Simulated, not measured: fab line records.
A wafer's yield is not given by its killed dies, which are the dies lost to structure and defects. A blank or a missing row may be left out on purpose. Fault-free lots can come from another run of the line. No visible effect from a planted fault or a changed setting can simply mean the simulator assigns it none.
Which tool is to blame? :: flow gf180mcu :: Sampling: 13 lots, 37 wafers, 5 of 602 route steps

## WHAT THE GAUGES SHOWED, per wafer
GF_POLY_GATE_CD_MEAS_18.
lot: L452
measured: day 10 10:13
on: cd_sem-02
cd_nm (nm): 280.2 281.2 280.3

lot: L451
measured: day 10 12:53
on: cd_sem-02
cd_nm (nm): 281.4 282.8 283.1

lot: L453
measured: day 10 19:21
on: cd_sem-02
cd_nm (nm): 281.0 282.6 279.4

lot: L454
measured: day 11 02:52
on: cd_sem-01
cd_nm (nm): 283.7 281.6 282.1

lot: L455
measured: day 11 11:29
on: cd_sem-02
cd_nm (nm): 281.2 282.9 281.6

lot: L456
measured: day 11 16:15
on: cd_sem-02
cd_nm (nm): 279.7 283.1 279.8

lot: L457
measured: day 11 20:15
on: cd_sem-02
cd_nm (nm): 277.9 279.2 280.3

lot: L458
measured: day 12 05:13
on: cd_sem-01
cd_nm (nm): 281.9 285.7 283.0

lot: L463
measured: day 13 20:22
on: cd_sem-02
cd_nm (nm): 281.6 281.7 284.1

lot: L466
measured: day 14 13:56
on: cd_sem-01
cd_nm (nm): 277.5 278.2 282.0

lot: L467
measured: day 15 01:07
on: cd_sem-02
cd_nm (nm): 277.0 281.6

lot: L469
measured: day 15 09:22
on: cd_sem-02
cd_nm (nm): 280.9 276.9

lot: L471
measured: day 15 23:20
on: cd_sem-01
cd_nm (nm): 278.8 277.3 279.2

GF_NSD_CD_MEAS_07 targets a cd of 400 nm.
lot: L452
measured: day 14 16:05
on: cd_sem-02
cd_nm (nm): 398.7 400.9 401.0

lot: L451
measured: day 14 18:24
on: cd_sem-02
cd_nm (nm): 399.1 398.2 397.6

lot: L453
measured: day 15 02:04
on: cd_sem-02
cd_nm (nm): 397.3 396.2 396.2

lot: L454
measured: day 15 09:52
on: cd_sem-02
cd_nm (nm): 397.8 399.8 398.1

lot: L455
measured: day 15 19:23
on: cd_sem-02
cd_nm (nm): 403.0 402.9 399.2

lot: L456
measured: day 16 02:29
on: cd_sem-01
cd_nm (nm): 399.9 398.6 401.7

lot: L457
measured: day 16 05:58
on: cd_sem-02
cd_nm (nm): 398.9 401.6 400.2

lot: L458
measured: day 16 20:14
on: cd_sem-02
cd_nm (nm): 399.5 399.0 399.8

lot: L463
measured: day 18 15:40
on: cd_sem-02
cd_nm (nm): 402.0 400.7 399.9

lot: L466
measured: day 19 11:23
on: cd_sem-01
cd_nm (nm): 402.2 429.2 427.5

lot: L467
measured: day 20 00:37
on: cd_sem-01
cd_nm (nm): 402.6 432.8

lot: L469
measured: day 20 12:01
on: cd_sem-01
cd_nm (nm): 399.7 428.1

lot: L471
measured: day 21 01:46
on: cd_sem-02
cd_nm (nm): 399.6 400.5 399.1

## EACH LOT AND THE TOOL THAT RAN IT (in order: tool; ch and the chambers of the sampled wafers; start)
lot: L452
GF_HV_LDD_STRIP_10: plasma_asher-01 ch 0, day 11 04:54
GF_HV_LDD_ETCHBACK_58: rie_diel-03 ch 1,2, day 13 19:29
GF_NSD_DEVELOP_06: litho_track-03 ch 0, day 14 15:56

lot: L451
GF_HV_LDD_STRIP_10: plasma_asher-02 ch 0,1, day 11 07:02
GF_HV_LDD_ETCHBACK_58: rie_diel-03 ch 0,1,2, day 13 22:01
GF_NSD_DEVELOP_06: litho_track-03 ch 0, day 14 18:15

lot: L453
GF_HV_LDD_STRIP_10: plasma_asher-01 ch 0,1, day 11 14:23
GF_HV_LDD_ETCHBACK_58: rie_diel-01 ch 1,3, day 14 05:17
GF_NSD_DEVELOP_06: litho_track-03 ch 0, day 15 01:56

lot: L454
GF_HV_LDD_STRIP_10: plasma_asher-04 ch 0,1, day 11 22:05
GF_HV_LDD_ETCHBACK_58: rie_diel-01 ch 0,1, day 14 12:52
GF_NSD_DEVELOP_06: litho_track-01 ch 0, day 15 09:43

lot: L455
GF_HV_LDD_STRIP_10: plasma_asher-02 ch 1, day 12 06:24
GF_HV_LDD_ETCHBACK_58: rie_diel-04 ch 1,2, day 14 22:02
GF_NSD_DEVELOP_06: litho_track-01 ch 0, day 15 19:14

lot: L456
GF_HV_LDD_STRIP_10: plasma_asher-04 ch 0,1, day 12 11:34
GF_HV_LDD_ETCHBACK_58: rie_diel-03 ch 1,2, day 15 05:08
GF_NSD_DEVELOP_06: litho_track-02 ch 0, day 16 02:20

lot: L457
GF_HV_LDD_STRIP_10: plasma_asher-02 ch 0,1, day 12 15:27
GF_HV_LDD_ETCHBACK_58: rie_diel-04 ch 0,3, day 15 08:27
GF_NSD_DEVELOP_06: litho_track-02 ch 0, day 16 05:49

lot: L458
GF_HV_LDD_STRIP_10: plasma_asher-04 ch 0,1, day 13 01:11
GF_HV_LDD_ETCHBACK_58: rie_diel-01 ch 1,2,3, day 15 21:25
GF_NSD_DEVELOP_06: litho_track-03 ch 0, day 16 20:05

lot: L463
GF_HV_LDD_STRIP_10: plasma_asher-01 ch 0,1, day 14 17:26
GF_HV_LDD_ETCHBACK_58: rie_diel-01 ch 0,1,3, day 17 16:08
GF_NSD_DEVELOP_06: litho_track-02 ch 0, day 18 15:31

lot: L466
GF_HV_LDD_STRIP_10: plasma_asher-01 ch 0,1, day 15 11:20
GF_HV_LDD_ETCHBACK_58: rie_diel-04 ch 1,3, day 18 11:28
GF_NSD_DEVELOP_06: litho_track-03 ch 0, day 19 11:14

lot: L467
GF_HV_LDD_STRIP_10: plasma_asher-01 ch 0,1, day 15 22:47
GF_HV_LDD_ETCHBACK_58: rie_diel-03 ch 0,2, day 19 00:17
GF_NSD_DEVELOP_06: litho_track-03 ch 0, day 20 00:29

lot: L469
GF_HV_LDD_STRIP_10: plasma_asher-04 ch 0,1, day 16 06:55
GF_HV_LDD_ETCHBACK_58: rie_diel-01 ch 2,3, day 19 11:25
GF_NSD_DEVELOP_06: litho_track-03 ch 0, day 20 11:53

lot: L471
GF_HV_LDD_STRIP_10: plasma_asher-04 ch 0,1, day 16 21:53
GF_HV_LDD_ETCHBACK_58: rie_diel-04 ch 0,1,2, day 20 01:46
GF_NSD_DEVELOP_06: litho_track-01 ch 0, day 21 01:37
- GF_HV_LDD_STRIP_10: strips in O2/N2.
- GF_HV_LDD_ETCHBACK_58: etches Si3N4 in CH3F/O2, stops on SiO2, time 100 s, target depth 90 nm.
- GF_NSD_DEVELOP_06: develop time 60 s.

## AS READ BY THE TOOLS THEMSELVES (means over the sampled wafers that have a number; for cases with no such wafer, the mark the record gives instead)
GF_HV_LDD_STRIP_10.
lot: L452
tool: plasma_asher-01
drypump_motor_current_A (A): 5.6
heater_power_w (W): 473
oes_product_au (a.u.): 0.716
strip_time_to_endpoint_s (s): 12.67

lot: L451
tool: plasma_asher-02
drypump_motor_current_A (A): 5.5
heater_power_w (W): 318
oes_product_au (a.u.): 0.713
strip_time_to_endpoint_s (s): 12.62

lot: L453
tool: plasma_asher-01
drypump_motor_current_A (A): 5.8
heater_power_w (W): 422
oes_product_au (a.u.): 0.717
strip_time_to_endpoint_s (s): 12.66

lot: L454
tool: plasma_asher-04
drypump_motor_current_A (A): 5.5
heater_power_w (W): 359
oes_product_au (a.u.): 0.720
strip_time_to_endpoint_s (s): 12.67

lot: L455
tool: plasma_asher-02
drypump_motor_current_A (A): 5.3
heater_power_w (W): 325
oes_product_au (a.u.): 0.713
strip_time_to_endpoint_s (s): 12.59

lot: L456
tool: plasma_asher-04
drypump_motor_current_A (A): 5.5
heater_power_w (W): 358
oes_product_au (a.u.): 0.719
strip_time_to_endpoint_s (s): 12.68

lot: L457
tool: plasma_asher-02
drypump_motor_current_A (A): 5.5
heater_power_w (W): 320
oes_product_au (a.u.): 0.715
strip_time_to_endpoint_s (s): 12.70

lot: L458
tool: plasma_asher-04
drypump_motor_current_A (A): 5.5
heater_power_w (W): 356
oes_product_au (a.u.): 0.719
strip_time_to_endpoint_s (s): 12.58

lot: L463
tool: plasma_asher-01
drypump_motor_current_A (A): 5.8
heater_power_w (W): 439
oes_product_au (a.u.): 0.713
strip_time_to_endpoint_s (s): 12.62

lot: L466
tool: plasma_asher-01
drypump_motor_current_A (A): 6.0
heater_power_w (W): 381
oes_product_au (a.u.): 0.711
strip_time_to_endpoint_s (s): 12.68

lot: L467
tool: plasma_asher-01
drypump_motor_current_A (A): 5.9
heater_power_w (W): 399
oes_product_au (a.u.): 0.716
strip_time_to_endpoint_s (s): 12.66

lot: L469
tool: plasma_asher-04
drypump_motor_current_A (A): 5.6
heater_power_w (W): 348
oes_product_au (a.u.): 0.717
strip_time_to_endpoint_s (s): 12.66

lot: L471
tool: plasma_asher-04
drypump_motor_current_A (A): 5.5
heater_power_w (W): 344
oes_product_au (a.u.): 0.716
strip_time_to_endpoint_s (s): 12.59

GF_HV_LDD_ETCHBACK_58.
lot: L452
tool: rie_diel-03
ch3f_flow_sccm (sccm): 39.96
drypump_motor_current_A (A): 5.9
oes_product_au (a.u.): 0.837
throttle_valve_pct (%): 10.552

lot: L451
tool: rie_diel-03
ch3f_flow_sccm (sccm): 40.01
drypump_motor_current_A (A): 6.0
oes_product_au (a.u.): 0.841
throttle_valve_pct (%): 10.556

lot: L453
tool: rie_diel-01
ch3f_flow_sccm (sccm): 39.95
drypump_motor_current_A (A): 6.0
oes_product_au (a.u.): 0.844
throttle_valve_pct (%): 10.560

lot: L454
tool: rie_diel-01
ch3f_flow_sccm (sccm): 40.07
drypump_motor_current_A (A): 5.7
oes_product_au (a.u.): 0.848
throttle_valve_pct (%): 10.575

lot: L455
tool: rie_diel-04
ch3f_flow_sccm (sccm): 39.93
drypump_motor_current_A (A): 5.5
oes_product_au (a.u.): 0.843
throttle_valve_pct (%): 10.556

lot: L456
tool: rie_diel-03
ch3f_flow_sccm (sccm): 40.18
drypump_motor_current_A (A): 5.9
oes_product_au (a.u.): 0.837
throttle_valve_pct (%): 10.560

lot: L457
tool: rie_diel-04
ch3f_flow_sccm (sccm): 39.95
drypump_motor_current_A (A): 5.5
oes_product_au (a.u.): 0.840
throttle_valve_pct (%): 10.568

lot: L458
tool: rie_diel-01
ch3f_flow_sccm (sccm): 40.04
drypump_motor_current_A (A): 6.0
oes_product_au (a.u.): 0.843
throttle_valve_pct (%): 10.562

lot: L463
tool: rie_diel-01
ch3f_flow_sccm (sccm): 40.02
drypump_motor_current_A (A): 5.9
oes_product_au (a.u.): 0.846
throttle_valve_pct (%): 10.560

lot: L466
tool: rie_diel-04
ch3f_flow_sccm (sccm): 40.12
drypump_motor_current_A (A): 5.5
oes_product_au (a.u.): 0.841
throttle_valve_pct (%): 10.567

lot: L467
tool: rie_diel-03
ch3f_flow_sccm (sccm): 40.11
drypump_motor_current_A (A): 6.1
oes_product_au (a.u.): 0.841
throttle_valve_pct (%): 10.566

lot: L469
tool: rie_diel-01
ch3f_flow_sccm (sccm): 39.97
drypump_motor_current_A (A): 6.1
oes_product_au (a.u.): 0.853
throttle_valve_pct (%): 10.570

lot: L471
tool: rie_diel-04
ch3f_flow_sccm (sccm): 39.94
drypump_motor_current_A (A): 5.4
oes_product_au (a.u.): 0.848
throttle_valve_pct (%): 10.563

## THE ANSWER, worked out from the rows above alone
Rule: usual is defined by the lots themselves. The widest of any qualifying gaps counts: lots, ordered by their means at a reading, are off when they make up no more than a third of the lots, leave a main group of 4 or more, and stand apart from it by 3 or more times the standard deviation of that group's means. If all means in a main group match to the digits the tables above print for the reading, that group is not used. Also off: a lot with no number at a reading for which 4 or more lots have one. The other lots that the step has rows for count as sound. After the gauges, taken in route order, come the tools' own readings; for these a lot's mean is taken, as printed above. At the first step where some lot is off, the reading lying furthest off is the one used; lots without a number count as furthest.
Off: L466, L467, L469 (GF_NSD_CD_MEAS_07, cd_nm). Main group: mean 399.6 nm, sd 1.4.
A tool fits if, at a process step before that reading, it ran every lot that is off, and no sound lot after the first of them. The gauges at GF_NSD_CD_MEAS_07 are tried like those tools. Undecided on this evidence; 2 tools fit (litho_track-03 at GF_NSD_DEVELOP_06, cd_sem-01 at GF_NSD_CD_MEAS_07).

## WHAT THE SIMULATOR PUT IN
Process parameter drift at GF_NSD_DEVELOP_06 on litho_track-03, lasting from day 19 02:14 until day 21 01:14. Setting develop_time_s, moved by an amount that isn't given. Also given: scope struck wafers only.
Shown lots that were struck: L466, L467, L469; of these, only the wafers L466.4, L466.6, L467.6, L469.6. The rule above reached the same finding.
